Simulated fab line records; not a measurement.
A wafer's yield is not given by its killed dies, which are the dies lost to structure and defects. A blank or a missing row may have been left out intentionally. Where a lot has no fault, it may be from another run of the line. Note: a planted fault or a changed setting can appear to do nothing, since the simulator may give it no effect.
fab line records | flow sky130
record lots=5 | wafers=15 | last-day=49
route steps=708 shown VIA2@527 METAL3@532 CAPM@537 PAD_OPEN@708
lots with no fault: from the same line, run without faults
start-h: hours from the record's opening day to when the first of the lot's shown wafers began | wait-h: time in hours since the lot's previous step | " repeats the value in the row above | L1.1+2: a single row standing in for several wafers | - no value, or no start given | * or withheld: withheld | < > ~ a bound
route shown NAME@n: a module of which the file shows steps, and the number in the route of the first | usual: mean/standard deviation taken from wafers without a fault | same: alike in all rows | chamber/n: place in a boat | sites: the reading at each site | _std_site: the values' standard deviation | _edge_site: mean of outer sites minus mean of inner sites | radius-mm: for every site, how far away it sits from the centre of the wafer | mask NAME#n: copy n | behind: the most recent tool/chamber to have shaped the wafer | hold: the reason the lot was held/the length of the hold in hours/how it ended | device: whichever transistor did not switch (one of n, p or np) | end of line: the same wafers' tests at the end of the route | a step without rows: its recipe alone | killed: dies lost to structure and defects at the first sort, not the wafer's yield | map: shows each die of a wafer: x if killed, . if not, _ if none is there
set.NAME: the setting the step ran with; set.NAME@STEP: the setting that earlier step ran with | model.NAME: the simulator's own value behind a step, which no gauge read
certain route steps with their lots: each step a table, each wafer a row
services: a tool's chamber out of use, with start hour (start-h, from the record's first day; less than 0 if before it), hours out, and reason
## steps
# step SKY_VIA2_SPUTTER_20
# recipe material=TiN | target-thk-nm=20 | chamber-pressure-pa=5 | power-w=3875 | time-s=80
# step SKY_VIA2_CVD_21
# recipe material=W | target-thk-nm=420 | time-s=126.4 | temp-c=400 | pressure-torr=40
# step SKY_VIA2_CMP_24
# recipe stop-on=SiO2 | t-overpolish-s=20 | down-force-psi=3.5 | platen-rpm=60 | target-thk-nm=0 | pad-velocity-m-s=0.94248
# step SKY_METAL3_SPUTTER_00
# recipe material=Ti | target-thk-nm=15 | power-w=3000 | time-s=10 | chamber-pressure-pa=0.4
# step SKY_METAL3_SPUTTER_01
# recipe material=TiN | target-thk-nm=20 | power-w=6500 | time-s=16.7 | chamber-pressure-pa=0.4
# step SKY_METAL3_SPUTTER_02
# recipe material=AlCu | target-thk-nm=735 | power-w=10600 | time-s=39.1 | chamber-pressure-pa=0.4
# step SKY_METAL3_SPUTTER_03
# recipe material=Ti | target-thk-nm=5 | power-w=3000 | time-s=3.3 | chamber-pressure-pa=0.4
# step SKY_METAL3_SPUTTER_04
# recipe material=TiN | target-thk-nm=70 | power-w=6500 | time-s=58.3 | chamber-pressure-pa=0.4
# step SKY_CAPM_CVD_00
# recipe material=SiO2 | target-thk-nm=15.5 | temp-c=400 | time-s=withheld | rf-w=450
# step SKY_CAPM_SPUTTER_02
# recipe material=TiN | target-thk-nm=200 | temp-c=300 | power-w=6500 | time-s=166.7 | chamber-pressure-pa=0.4
# usual cathode-dc-power-W=6500.0/1.1 | substrate-temp-c=300.00/0.19 | throttle-valve-pct=29.9/0.62
lot.wafer | tool           | chamber | start-h | wait-h | cathode-dc-power-W | substrate-temp-c | throttle-valve-pct | model.TiN_of_CAPM_SPUTTER_02.thk-nm
L800.3    | pvd-sputter-03 | -       | 924.03  | 0.0    | 6500.4             | 299.81           | 30.4               | 202.9
L800.5    | "              | -       | "       | "      | 6500.5             | 299.87           | 30.4               | 202.3
L800.6    | "              | -       | "       | "      | 6501.6             | 300.23           | 30.2               | 202.1
L807.2    | pvd-sputter-01 | -       | 956.41  | 0.0    | 6499.5             | 299.93           | 29.3               | 201.3
L807.4    | "              | -       | "       | "      | 6501.4             | 300.28           | 31.2               | 199.9
L807.6    | "              | -       | "       | "      | 6501.0             | 300.26           | 31.4               | 199.9
L811.1    | pvd-sputter-03 | -       | 971.83  | 0.1    | 5641.0             | 300.25           | 30.7               | 175.9
L811.2    | "              | -       | "       | "      | 5642.7             | 299.97           | 30.2               | 174.2
L811.3    | "              | -       | "       | "      | 5640.5             | 299.84           | 30.1               | 174
L812.2    | pvd-sputter-03 | -       | 979.51  | 0.0    | 5641.3             | 300.06           | 30.1               | 176
L812.4    | "              | -       | "       | "      | 5642.3             | 299.79           | 30.4               | 177.2
L812.5    | "              | -       | "       | "      | 5642.7             | 300.21           | 30.5               | 177.8
L813.1    | pvd-sputter-03 | -       | 981.93  | 0.1    | 5640.9             | 299.53           | 30.5               | 173.8
L813.3    | "              | -       | "       | "      | 5641.2             | 299.74           | 29.3               | 176.2
L813.4    | "              | -       | "       | "      | 5642.3             | 299.79           | 30.4               | 177.1
# step SKY_CAPM_RS_MEAS_03
# recipe thk-meas-gauge=four-point-probe | reads=TiN_of_CAPM_SPUTTER_02
# usual CAPM_TIN_RS=6.89/0.072
lot.wafer | tool          | chamber | start-h | wait-h | CAPM_TIN_RS[ohm/sq]
L800.3    | film-metro-03 | -       | 924.18  | 0.1    | 6.78
L800.5    | "             | -       | "       | "      | 6.83
L800.6    | "             | -       | "       | "      | 6.84
L807.2    | film-metro-02 | -       | 956.54  | 0.1    | 6.88
L807.4    | "             | -       | "       | "      | 6.92
L807.6    | "             | -       | "       | "      | 6.93
L811.1    | film-metro-02 | -       | 971.94  | 0.1    | 7.89
L811.2    | "             | -       | "       | "      | 7.97
L811.3    | "             | -       | "       | "      | 7.97
L812.2    | film-metro-04 | -       | 979.64  | 0.1    | 7.89
L812.4    | "             | -       | "       | "      | 7.83
L812.5    | "             | -       | "       | "      | 7.80
L813.1    | film-metro-03 | -       | 982.04  | 0.1    | 7.98
L813.3    | "             | -       | "       | "      | 7.89
L813.4    | "             | -       | "       | "      | 7.82
# step SKY_CAPM_THK_MEAS_04
# recipe thk-meas-gauge=xrf | reads=TiN_of_CAPM_SPUTTER_02
# usual CAPM_TIN_THK=202.2/2.4
lot.wafer | tool          | chamber | start-h | wait-h | CAPM_TIN_THK[nm]
L800.3    | film-metro-03 | -       | 924.28  | 0.1    | 203.6
L800.5    | "             | -       | "       | "      | 203.9
L800.6    | "             | -       | "       | "      | 202.9
L807.2    | film-metro-02 | -       | 956.65  | 0.1    | 203.1
L807.4    | "             | -       | "       | "      | 200.4
L807.6    | "             | -       | "       | "      | 200.7
L811.1    | film-metro-02 | -       | 972.06  | 0.1    | 177.4
L811.2    | "             | -       | "       | "      | 175.3
L811.3    | "             | -       | "       | "      | 174.1
L812.2    | film-metro-04 | -       | 979.75  | 0.1    | 177.2
L812.4    | "             | -       | "       | "      | 178.1
L812.5    | "             | -       | "       | "      | 179.3
L813.1    | film-metro-03 | -       | 982.16  | 0.1    | 176.0
L813.3    | "             | -       | "       | "      | 177.4
L813.4    | "             | -       | "       | "      | 178.7
# step SKY_CAPM_DEHYDRATE_05
# recipe temp-c=200 | time-s=60
# step SKY_CAPM_HMDS_06
# recipe prime-time-s=60 | prime-temp-c=120
# step SKY_CAPM_COAT_07
# recipe resist=NOVOLAK | spin-rpm=3000 | resist-thk-nm=1140
# step SKY_CAPM_SOFTBAKE_08
# recipe temp-c=90 | time-s=60 | resist=NOVOLAK
# step SKY_CAPM_EXPOSE_09
# recipe mask-id=CAPM | na=0.6 | source-shape=conventional | sigma-outer=0.6 | polarization=unpolarized | target-cd-nm=1000 | dose-mj=159
# step SKY_CAPM_PEB_10
# recipe temp-c=withheld | time-s=* | resist=NOVOLAK
# step SKY_CAPM_DEVELOP_11
# recipe resist=NOVOLAK | developer=TMAH | develop-time-s=60 | dev-temp-c=23
# step SKY_CAPM_METAL_ETCH_13
# recipe target-depth-nm=220 | stop-on=SiO2 | chemistry=Cl2/BCl3 | target=TiN | pressure-mtorr=10 | icp-w=900 | bias-w=48.5 | Cl2_flow_sccm=60 | bcl3-flow-sccm=30 | time-s=62.9
# usual drypump-motor-current-A=5.6/0.37 | oes-product-au=0.943/0.0073 | throttle-valve-pct=21.900/0.0091
lot.wafer | tool         | chamber | start-h | wait-h | drypump-motor-current-A | oes-product-au | rf-hours-counter-h | throttle-valve-pct
L800.3    | rie-metal-04 | 0       | 945.76  | 0.0    | 5.8                     | 0.947          | -                  | 21.899
L800.5    | "            | 1       | "       | "      | 6.0                     | 0.948          | -                  | 21.908
L800.6    | "            | 0       | "       | "      | 5.7                     | 0.943          | -                  | 21.907
L807.2    | rie-metal-02 | 1       | 980.23  | 0.0    | 5.1                     | 0.952          | 2                  | 21.893
L807.4    | "            | 0       | "       | "      | 6.0                     | 0.938          | -                  | 21.910
L807.6    | "            | 0       | "       | "      | 6.0                     | 0.930          | -                  | 21.908
L811.1    | rie-metal-02 | 1       | 995.84  | 0.0    | 5.1                     | 0.871          | 2                  | 21.947
L811.2    | "            | 0       | "       | "      | 6.0                     | 0.869          | 11                 | 21.950
L811.3    | "            | 1       | "       | "      | 5.1                     | 0.867          | -                  | 21.967
L812.2    | rie-metal-02 | 0       | 1003.59 | 0.0    | 6.0                     | 0.872          | 12                 | 21.949
L812.4    | "            | 1       | "       | "      | 5.1                     | 0.873          | -                  | 21.934
L812.5    | "            | 0       | "       | "      | 6.0                     | 0.879          | -                  | 21.949
L813.1    | rie-metal-02 | 0       | 1005.98 | 0.0    | 6.0                     | 0.862          | 12                 | 21.945
L813.3    | "            | 0       | "       | "      | 6.0                     | 0.871          | -                  | 21.944
L813.4    | "            | 1       | "       | "      | 5.1                     | 0.872          | -                  | 21.946
# step SKY_CAPM_STRIP_14
# recipe chemistry=O2/N2 | power-w=1400 | pressure-mtorr=1500 | platen-temp-c=withheld | o2-flow-sccm=3000 | n2-flow-sccm=300 | overash-fraction=0.5
# step SKY_CAPM_STRIP_15
# recipe chemistry=post-etch-residue-remover | time-s=1200 | temp-c=72.5
# step SKY_CAPM_CLEAN_16
# recipe chemistry=IPA | time-s=180 | temp-c=25
# step SKY_CAPM_CLEAN_17
# recipe chemistry=O3/DIW | dry=n2-spin
# step SKY_METAL3_DEHYDRATE_05
# recipe temp-c=200 | time-s=60
# step SKY_METAL3_HMDS_06
# recipe prime-time-s=60 | prime-temp-c=120
# step SKY_METAL3_COAT_07
# recipe resist=BARC | temp-c=withheld | time-s=withheld | spin-rpm=3000 | resist-thk-nm=60
# step SKY_METAL3_COAT_08
# recipe resist=KrF-thick | spin-rpm=3000 | resist-thk-nm=1140
# step SKY_METAL3_SOFTBAKE_09
# recipe temp-c=99.19 | time-s=90 | resist=KrF-thick
# step SKY_METAL3_EXPOSE_10
# recipe mask-id=MM3 | na=0.68 | source-shape=annular | sigma-inner=0.4 | sigma-outer=0.8 | target-cd-nm=300 | dose-mj=28
# step SKY_METAL3_PEB_11
# recipe peb-temp-c=withheld | peb-time-s=withheld | resist=KrF-thick
# step SKY_METAL3_DEVELOP_12
# recipe develop-time-s=60 | resist=KrF-thick | dev-temp-c=21
# step SKY_METAL3_DESCUM_15
# recipe chemistry=O2 | source-power-w=150 | bias-power-w=0 | pressure-mtorr=10 | temp-c=40 | time-s=8
# step SKY_METAL3_ETCH_16
# recipe chemistry=N2/H2 | target=BARC | ion-energy-ev=200 | bias-w=100 | pressure-mtorr=30 | n2-flow-sccm=100 | h2-flow-sccm=200 | icp-w=500 | stop-on=SiO2 | time-s=88.2 | target-depth-a=600
# step SKY_METAL3_ETCH_17
# recipe target=SiO2 | stop-on=TiN | chemistry=C4F8/O2/Ar | source-w=1500 | bias-w=1200 | pressure-mtorr=40 | c4f8-flow-sccm=withheld | O2_flow_sccm=6 | Ar_flow_sccm=300 | time-s=3.9 | target-depth-a=150
# step SKY_METAL3_METAL_ETCH_18
# recipe target-depth-a=8450 | stop-on=SiO2 | over-etch-frac=0.3 | time-s=183.1 | chemistry=Cl2/BCl3 | resist-sidewall-deg=88 | pressure-mtorr=10 | icp-w=900 | bias-w=48.5 | Cl2_flow_sccm=60 | bcl3-flow-sccm=30
# step SKY_METAL3_STRIP_20
# recipe chemistry=post-etch-residue-remover | time-s=1200 | temp-c=72.5
lot.wafer | tool         | chamber | start-h | wait-h | model.TiN_of_CAPM_SPUTTER_02.thk-nm
L800.3    | wet-bench-04 | 2       | 970.48  | 0.0    | 202.1
L800.5    | "            | 2       | "       | "      | 201.5
L800.6    | "            | 2       | "       | "      | 201.2
L807.2    | wet-bench-02 | 3       | 1005.58 | 0.1    | 200.4
L807.4    | "            | 3       | "       | "      | 199
L807.6    | "            | 3       | "       | "      | 199.1
L811.1    | wet-bench-02 | 3       | 1019.53 | 0.1    | 175
L811.2    | "            | 3       | "       | "      | 173.3
L811.3    | "            | 3       | "       | "      | 173.2
L812.2    | wet-bench-02 | 2       | 1027.98 | 0.1    | 175.1
L812.4    | "            | 2       | "       | "      | 176.4
L812.5    | "            | 2       | "       | "      | 177
L813.1    | wet-bench-02 | 0       | 1029.43 | 0.1    | 173
L813.3    | "            | 0       | "       | "      | 175.3
L813.4    | "            | 0       | "       | "      | 176.3
# step SKY_PAD_OPEN_PROBE_99
# usual defect-limited-yield=82.2/1.8 | killed_at_M0_to_M3=44/7.1 | killed_at_M4_up=3.1/1.9 | killed-at-contacts=25/5.8 | killed-at-front-end=16/4.5 | killed-at-other=0.3/0.52 | killed-dies=88/9.1 | killed-open=48/6.8 | killed-short=39/5.8 | sort_bin_3_pad_short=0.9/0.4 | sort_bin_5_function=10.6/1.4 | sort_bin_6_memory=6.3/1.1 | sort-n-pass=404/9.1 | sort-yield-pct=82.2/1.8
# same gross-dies=492 | killed-at-back-side=0 | sort_bin_4_leakage[%]=0 | sort_bin_8_speed[%]=0
lot.wafer | tool      | chamber | start-h | wait-h | defect-limited-yield[%] | killed_at_M0_to_M3 | killed_at_M4_up | killed-at-contacts | killed-at-front-end | killed-at-other | killed-dies | killed-open | killed-short | sort_bin_3_pad_short[%] | sort_bin_5_function[%] | sort_bin_6_memory[%] | sort-n-pass | sort-yield-pct[%] | model.etest.cap-mim.plate-ohm-sq | model.etest.cap-mim.bv-v | model.etest.cap-mim.leak-log10-a-cm2
L800.3    | prober-01 | -       | 1132.25 | 0.2    | 86.0                    | 34                 | 3               | 16                 | 16                  | 0               | 69          | 35          | 34           | 1.2                     | 8.1                    | 4.7                  | 423         | 86.0              | 5.893                            | 13.5                     | -8.792
L800.5    | prober-01 | -       | 1132.35 | 0.2    | 83.3                    | 49                 | 1               | 19                 | 12                  | 1               | 82          | 43          | 38           | 1.0                     | 9.8                    | 5.9                  | 410         | 83.3              | 5.95                             | 14.16                    | -9.135
L800.6    | prober-01 | -       | 1132.40 | 0.2    | 82.5                    | 51                 | 6               | 17                 | 12                  | 0               | 86          | 47          | 39           | 0.2                     | 11.4                   | 5.9                  | 406         | 82.5              | 5.965                            | 13.92                    | -9.049
L807.2    | prober-01 | -       | 1161.17 | 0.1    | 81.3                    | 49                 | 7               | 26                 | 9                   | 1               | 92          | 47          | 45           | 0.6                     | 11.8                   | 6.3                  | 400         | 81.3              | 5.987                            | 14.38                    | -8.891
L807.4    | prober-01 | -       | 1161.27 | 0.2    | 81.5                    | 55                 | 1               | 20                 | 15                  | 0               | 91          | 44          | 47           | 1.2                     | 10.2                   | 7.1                  | 401         | 81.5              | 6                                | 13.75                    | -9.011
L807.6    | prober-01 | -       | 1161.37 | 0.2    | 80.9                    | 49                 | 2               | 23                 | 18                  | 2               | 94          | 55          | 39           | 0.8                     | 11.8                   | 6.5                  | 398         | 80.9              | 5.993                            | 15.05                    | -9.171
L811.1    | prober-02 | -       | 1171.31 | 0.1    | 82.3                    | 45                 | 4               | 25                 | 13                  | 0               | 87          | 47          | 40           | 1.2                     | 10.8                   | 5.7                  | 405         | 82.3              | 6.769                            | 13.02                    | -8.699
L811.2    | prober-02 | -       | 1171.36 | 0.1    | 81.3                    | 50                 | 4               | 17                 | 21                  | 0               | 92          | 54          | 38           | 0.6                     | 10.2                   | 7.9                  | 400         | 81.3              | 6.859                            | 12.86                    | -8.611
L811.3    | prober-02 | -       | 1171.41 | 0.2    | 78.9                    | 65                 | 1               | 22                 | 16                  | 0               | 104         | 55          | 48           | 1.0                     | 13.2                   | 6.9                  | 388         | 78.9              | 6.934                            | 13.16                    | -8.668
L812.2    | prober-01 | -       | 1176.62 | 0.1    | 81.3                    | 48                 | 3               | 25                 | 16                  | 0               | 92          | 47          | 45           | 1.4                     | 9.8                    | 7.5                  | 400         | 81.3              | 6.871                            | 12.6                     | -8.539
L812.4    | prober-01 | -       | 1176.72 | 0.2    | 80.7                    | 51                 | 1               | 25                 | 18                  | 0               | 95          | 58          | 36           | 0.8                     | 12.8                   | 5.7                  | 397         | 80.7              | 6.705                            | 13.04                    | -8.609
L812.5    | prober-01 | -       | 1176.77 | 0.2    | 82.5                    | 42                 | 6               | 24                 | 14                  | 0               | 86          | 54          | 32           | 0.6                     | 10.8                   | 6.1                  | 406         | 82.5              | 6.698                            | 12.98                    | -8.481
L813.1    | prober-02 | -       | 1178.16 | 0.1    | 84.6                    | 43                 | 2               | 17                 | 14                  | 0               | 76          | 42          | 34           | 0.2                     | 9.3                    | 5.9                  | 416         | 84.6              | 6.974                            | 13.47                    | -8.729
L813.3    | prober-02 | -       | 1178.26 | 0.2    | 84.1                    | 42                 | 3               | 24                 | 9                   | 0               | 78          | 48          | 30           | 1.0                     | 8.7                    | 6.1                  | 414         | 84.1              | 6.836                            | 13.14                    | -8.692
L813.4    | prober-02 | -       | 1178.31 | 0.2    | 79.5                    | 49                 | 4               | 26                 | 22                  | 0               | 101         | 59          | 42           | 1.2                     | 12.2                   | 7.1                  | 391         | 79.5              | 6.841                            | 13.01                    | -8.812
# killed by level:class
L800.3 VIA1:geometric-particle:open=8 CONTACT:geometric-particle:open=6 VIA3:geometric-particle:open=6 VIA1:geometric-particle:short=5 FIELD_ISO:geometric-particle:open=4 METAL1:geometric-particle:short=4 METAL3:geometric-particle:short=4 FIELD_ISO:geometric-particle:short=3
L800.5 VIA1:geometric-particle:open=13 VIA1:geometric-particle:short=8 CONTACT:geometric-particle:open=7 METAL1:geometric-particle:short=7 LI_CONTACT:geometric-particle:open=6 METAL2:geometric-particle:short=5 VIA2:geometric-particle:short=5 FIELD_ISO:geometric-particle:open=4
L800.6 VIA1:geometric-particle:open=10 VIA3:geometric-particle:open=8 CONTACT:geometric-particle:open=7 METAL1:geometric-particle:short=7 VIA2:geometric-particle:open=7 METAL2:geometric-particle:short=6 LOCAL_INTERCONNECT:geometric-particle:short=5 POLY_GATE:geometric-particle:open=3
L807.2 CONTACT:geometric-particle:open=11 VIA1:geometric-particle:open=8 VIA3:geometric-particle:open=8 VIA2:geometric-particle:open=6 METAL2:geometric-particle:short=5 VIA1:geometric-particle:short=5 VIA3:geometric-particle:short=5 LI_CONTACT:geometric-particle:short=5
L807.4 VIA1:geometric-particle:open=12 VIA2:geometric-particle:open=10 CONTACT:geometric-particle:open=8 FIELD_ISO:geometric-particle:short=6 CONTACT:geometric-particle:short=6 VIA1:geometric-particle:short=6 METAL2:geometric-particle:short=6 VIA2:geometric-particle:short=6
L807.6 VIA3:geometric-particle:open=12 LI_CONTACT:geometric-particle:open=10 VIA1:geometric-particle:open=8 VIA2:geometric-particle:open=7 METAL1:geometric-particle:short=6 CONTACT:geometric-particle:open=5 FIELD_ISO:geometric-particle:open=4 POLY_GATE:geometric-particle:short=4
L811.1 VIA1:geometric-particle:open=11 CONTACT:geometric-particle:open=7 METAL2:geometric-particle:short=6 CONTACT:geometric-particle:short=6 LI_CONTACT:geometric-particle:open=5 VIA2:geometric-particle:open=5 LI_CONTACT:geometric-particle:short=4 METAL1:geometric-particle:short=4
L811.2 VIA1:geometric-particle:open=12 VIA2:geometric-particle:open=9 FIELD_ISO:geometric-particle:open=8 VIA1:geometric-particle:short=6 VIA3:geometric-particle:open=6 POLY_GATE:geometric-particle:short=5 METAL2:geometric-particle:short=5 CONTACT:geometric-particle:open=5
L811.3 VIA1:geometric-particle:open=16 METAL2:geometric-particle:short=11 CONTACT:geometric-particle:open=10 VIA1:geometric-particle:short=8 VIA2:geometric-particle:open=8 METAL3:geometric-particle:short=5 FIELD_ISO:geometric-particle:open=4 LOCAL_INTERCONNECT:geometric-particle:short=4
L812.2 CONTACT:geometric-particle:open=13 VIA1:geometric-particle:open=10 METAL2:geometric-particle:short=9 VIA3:geometric-particle:open=8 METAL1:geometric-particle:short=6 VIA1:geometric-particle:short=6 FIELD_ISO:geometric-particle:short=5 POLY_GATE:geometric-particle:short=4
L812.4 VIA1:geometric-particle:open=17 CONTACT:geometric-particle:open=9 METAL1:geometric-particle:short=7 FIELD_ISO:geometric-particle:open=6 LI_CONTACT:geometric-particle:open=6 VIA1:geometric-particle:short=6 VIA3:geometric-particle:open=6 CONTACT:geometric-particle:short=5
L812.5 VIA3:geometric-particle:open=15 CONTACT:geometric-particle:open=11 VIA1:geometric-particle:open=10 LI_CONTACT:geometric-particle:open=7 VIA1:geometric-particle:short=5 METAL4:geometric-particle:short=5 FIELD_ISO:geometric-particle:open=4 LOCAL_INTERCONNECT:geometric-particle:short=4
L813.1 CONTACT:geometric-particle:open=8 METAL1:geometric-particle:short=8 VIA1:geometric-particle:open=7 VIA3:geometric-particle:open=7 METAL2:geometric-particle:short=6 CONTACT:geometric-particle:short=5 VIA2:geometric-particle:open=5 FIELD_ISO:geometric-particle:short=4
L813.3 CONTACT:geometric-particle:open=11 VIA1:geometric-particle:open=8 VIA2:geometric-particle:open=8 LI_CONTACT:geometric-particle:open=6 LI_CONTACT:geometric-particle:short=5 METAL1:geometric-particle:short=5 VIA3:geometric-particle:open=4 METAL1:geometric-particle:open=3
L813.4 CONTACT:geometric-particle:open=9 LI_CONTACT:geometric-particle:open=8 VIA1:geometric-particle:open=7 VIA3:geometric-particle:open=7 VIA2:geometric-particle:open=6 FIELD_ISO:geometric-particle:short=5 POLY_GATE:geometric-particle:open=5 METAL1:geometric-particle:short=5
## services
tool           | chamber | start-h | hours | kind
rie-metal-02   | 1       | 909.05  | -     | clean
rie-metal-02   | 1       | 909.05  | 26.0  | scheduled-down
rie-metal-02   | 1       | 909.05  | 26.0  | vent-cycle
pvd-sputter-03 | 0       | 928.14  | -     | consumable-replace:kit
pvd-sputter-03 | 0       | 928.14  | 18.0  | scheduled-down
pvd-sputter-03 | 0       | 928.14  | 18.0  | vent-cycle
wet-bench-02   | -       | 936.14  | 1.9   | pm
rie-metal-02   | -       | 940.56  | 2.8   | pm
## key
first-sign step=SKY_CAPM_SPUTTER_02 | reading=cathode-dc-power-W | direction=down | sigmas=99+ | usual=6500.0 | struck=5641.7
effect step=SKY_CAPM_RS_MEAS_03 | reading=CAPM_TIN_RS | direction=up | sigmas=14 | usual=6.89 | struck=7.89
effect step=SKY_CAPM_THK_MEAS_04 | reading=CAPM_TIN_THK | direction=down | sigmas=10 | usual=202.2 | struck=177.1
effect step=SKY_CAPM_METAL_ETCH_13 | reading=oes-product-au | direction=down | sigmas=9.9 | usual=0.943 | struck=0.871
model-effect step=SKY_CAPM_SPUTTER_02 | value=TiN_of_CAPM_SPUTTER_02.thk-nm | without=202.2 | struck=175.8
model-effect step=SKY_METAL3_STRIP_20 | value=TiN_of_CAPM_SPUTTER_02.thk-nm | without=201.4 | struck=175
model-effect step=SKY_PAD_OPEN_PROBE_99 | value=etest.cap-mim.plate-ohm-sq | without=5.94 | struck=6.832
met-at SKY_CAPM_SPUTTER_02
struck-wafers L811.1,L811.2,L811.3,L812.2,L812.4,L812.5,L813.1,L813.3,L813.4
onset-between 924.03 971.83
fault kind=process-parameter-drift | tool=pvd-sputter-03 | chamber=- | onset-h=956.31 | steps=SKY_CAPM_SPUTTER_02 | channel=power-w | offset=* | shape=step | end-h=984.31 | acts-in=* | stated=*
